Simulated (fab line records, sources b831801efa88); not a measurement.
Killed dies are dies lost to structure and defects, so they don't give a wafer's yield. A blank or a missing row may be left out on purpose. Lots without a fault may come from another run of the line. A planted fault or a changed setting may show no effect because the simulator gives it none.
A struck lot beside a sound one | flow sky130 | 15 steps out of a route of 708
Sound: wafers L232.1, L232.4, L232.6. Struck: wafers L254.2, L254.4, L254.6. The cause comes at the end.
At each step with rows: each side's tool, then ch and its chambers, then its first start. Under that, the readings that differ: sound wafers | struck wafers | difference of the means | sigmas: that difference in standard deviations of wafers without a fault.
alike: readings whose means differ by less than 2 such deviations, and words and numbers that are the same on both sides. not compared: withheld readings, readings that some wafer has no value for, bounds like >300 that may hide the same value, and numbers for which the record gives no deviation and whose values overlap.
The two part at a step that has a row with sigmas, a row that says differs or no value, or rows on one side only. Numbers that don't overlap but have no deviation are shown without sigmas and don't part them. A reading that every wafer of one side lacks parts them only if that side has two wafers or more.

first, 7 steps without rows for these wafers: SKY_POLY_GATE_HMDS_06 (prime time 60 s); SKY_POLY_GATE_COAT_07 (resist thk 110 nm); SKY_POLY_GATE_COAT_08 (resist thk 450 nm); SKY_POLY_GATE_SOFTBAKE_09 (time 90 s); SKY_POLY_GATE_EXPOSE_10 (exposes mask P1M, target cd 150 nm); SKY_POLY_GATE_PEB_11; SKY_POLY_GATE_DEVELOP_12 (develop time 58.71 s).
SKY_POLY_GATE_CD_MEAS_13: target cd 150 nm.
  sound on cd_sem-01, day 16 23:30; struck on cd_sem-01, day 24 04:50
  reading    | sound             | struck            | difference | sigmas
  cd_nm (nm) | 148.5 149.0 148.1 | 150.7 151.5 152.7 | +3.1       | +3
SKY_POLY_GATE_OVL_MEAS_14:
  sound on overlay-02, day 16 23:37; struck on overlay-02, day 24 04:56
  alike: POLY_GATE_OVL
SKY_POLY_GATE_ETCH_15: etches BARC in N2/H2, stops on SiO2, time 118.5 s, target depth 110 nm.
  sound on rie_diel-01 ch 0,1,3, day 16 23:40; struck on rie_diel-01 ch 1,2,3, day 24 04:58
  alike: drypump_motor_current_A, oes_product_au, throttle_valve_pct
  not compared: rf_hours_counter_h
SKY_POLY_GATE_ETCH_16: etches Si3N4 in CH3F/O2, stops on poly-Si, time 147.5 s, target depth 75 nm.
  sound on rie_diel-01 ch 0,1,3, day 16 23:44; struck on rie_diel-01 ch 1,2,3, day 24 05:04
  alike: drypump_motor_current_A, oes_product_au, throttle_valve_pct
  not compared: rf_hours_counter_h
SKY_POLY_GATE_ETCH_17: etches poly-Si in HBr/Cl2, stops on SiO2, target depth 180 nm, time 70.5 s.
  sound on rie_si-01 ch 0,2,3, day 16 23:50; struck on rie_si-01 ch 0,2, day 24 05:09
  alike: drypump_motor_current_A, oes_product_au, throttle_valve_pct
  not compared: rf_hours_counter_h
SKY_POLY_GATE_STRIP_18: strips in O2/N2.
  sound on plasma_asher-04 ch 0,1, day 16 23:54; struck on plasma_asher-01 ch 1, day 24 05:13
  no value came back on the struck wafers for chamber_pressure_mTorr (mTorr), drypump_motor_current_A (A), oes_product_au (a.u.), strip_time_to_endpoint_s (s); on the sound wafers chamber_pressure_mTorr (mTorr) reads 1500.2 1500.5 1501.1
  reading                                          | sound | struck            | difference | sigmas
  model.KrF-thick_of_POLY_GATE_COAT_08.thk_nm (nm) | 0 0 0 | 142 138.1 145.2   | +142       |
  model.BARC_of_POLY_GATE_COAT_07.thk_nm (nm)      | 0 0 0 | 110.3 110.5 110.4 | +110.4     |
  not compared: rf_hours_counter_h
then, 1 step without rows for these wafers: SKY_POLY_GATE_CLEAN_19 (cleans in SC1/SC2, time 150 s).
-- the record jumps here: 26 days lie between the struck wafers' starts before and after (it left off in module POLY_GATE and takes up again in module PAD_OPEN, whose first step shown is number 708 of the route) --
SKY_PAD_OPEN_PROBE_99:
  sound on prober-01, day 46 05:25; struck on prober-02, day 50 16:02
  reading             | sound     | struck                                                               | difference                   | sigmas
  hold                | - - -     | await_dispo/2.7h/scrap await_dispo/2.7h/scrap await_dispo/2.7h/scrap | no value on the sound wafers |
  killed_at_contacts  | 23 40 28  | 19 21 15                                                             | -12                          | -2
  killed_at_front_end | 17 19 21  | 434 430 433                                                          | +413                         | +99 or more
  killed_at_other     | 1 1 1     | 0 0 0                                                                | -1                           | -2
  killed_dies         | 98 103 96 | 492 492 492                                                          | +393                         | +40
  killed_on_rim       | 17 17 19  | 96 96 96                                                             | +78                          | +21
  killed_open         | 57 64 54  | 29 42 40                                                             | -21                          | -3
  alike: killed_at_M0_to_M3, killed_at_M4_up, killed_short

WHERE THEY PART
First at SKY_POLY_GATE_CD_MEAS_13; last, within this record, at SKY_PAD_OPEN_PROBE_99.

WHY: what the simulator had put in
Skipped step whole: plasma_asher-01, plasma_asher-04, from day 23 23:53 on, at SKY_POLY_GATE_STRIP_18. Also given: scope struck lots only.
